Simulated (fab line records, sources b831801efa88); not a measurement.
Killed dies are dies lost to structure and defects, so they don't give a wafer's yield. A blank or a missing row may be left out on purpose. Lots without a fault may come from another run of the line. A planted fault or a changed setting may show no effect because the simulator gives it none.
Chamber matching | flow sky130 | SKY_POLY_CUT_ETCH_11 on rie_diel-03: 4 sister chambers
The step etches Si3N4 in CF4/CH2F2/Ar, stops on poly-Si, time 42.5 s, target depth 60 nm. 7 wafers are shown with their chamber, then 8 later ones without.

WAFERS WITH THEIR CHAMBER
wafer  | chamber | oes_product_au (a.u.) | throttle_valve_pct (%)
L255.4 | 3       | 0.813                 | 14.999
L255.6 | 2       | 0.823                 | 14.997
L256.2 | 1       | 0.810                 | 14.998
L257.1 | 0       | 0.836                 | 14.998
L257.3 | 2       | 0.840                 | 14.970
L257.6 | 0       | 0.827                 | 14.995
L258.1 | 1       | 0.822                 | 15.007

WAFERS WITHOUT THEIR CHAMBER
wafer  | oes_product_au (a.u.) | throttle_valve_pct (%)
L258.3 | 0.827                 | 14.993
L258.6 | 0.832                 | 14.991
L260.1 | 0.829                 | 14.985
L260.3 | 0.821                 | 14.999
L260.4 | 0.831                 | 15.025
L261.2 | 0.828                 | 14.976
L261.3 | 0.831                 | 14.985
L261.4 | 0.832                 | 15.000

WHICH CHAMBER EACH WENT THROUGH
wafer  | from the rows above               | in truth
L258.3 | can't be placed: 0 or 2 or 1 or 3 | 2
L258.6 | can't be placed: 0 or 2 or 1 or 3 | 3
L260.1 | can't be placed: 2 or 0 or 1 or 3 | 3
L260.3 | can't be placed: 1 or 3 or 0 or 2 | 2
L260.4 | can't be placed: 0 or 1 or 3 or 2 | 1
L261.2 | can't be placed: 2 or 0 or 3 or 1 | 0
L261.3 | can't be placed: 2 or 0           | 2
L261.4 | can't be placed: 0 or 2 or 1 or 3 | 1
Placed correctly: 0 of 8. Can't be placed from these rows: 8 (the true chamber is among the candidates in 8). Placed wrongly: 0.
How it was worked out, from the rows above alone: a wafer's distance from a chamber is the root of the sum, over the readings, of the square of ((its reading less the chamber's mean) divided by the reading's scatter). The wafer belongs to the nearest chamber; if the next one is less than 2 further off, it can't be placed. A chamber's mean is the mean of its shown wafers. The scatter: the root of (the sum of the squares of (reading less its chamber's mean) over the shown wafers, divided by (wafers less chambers)).
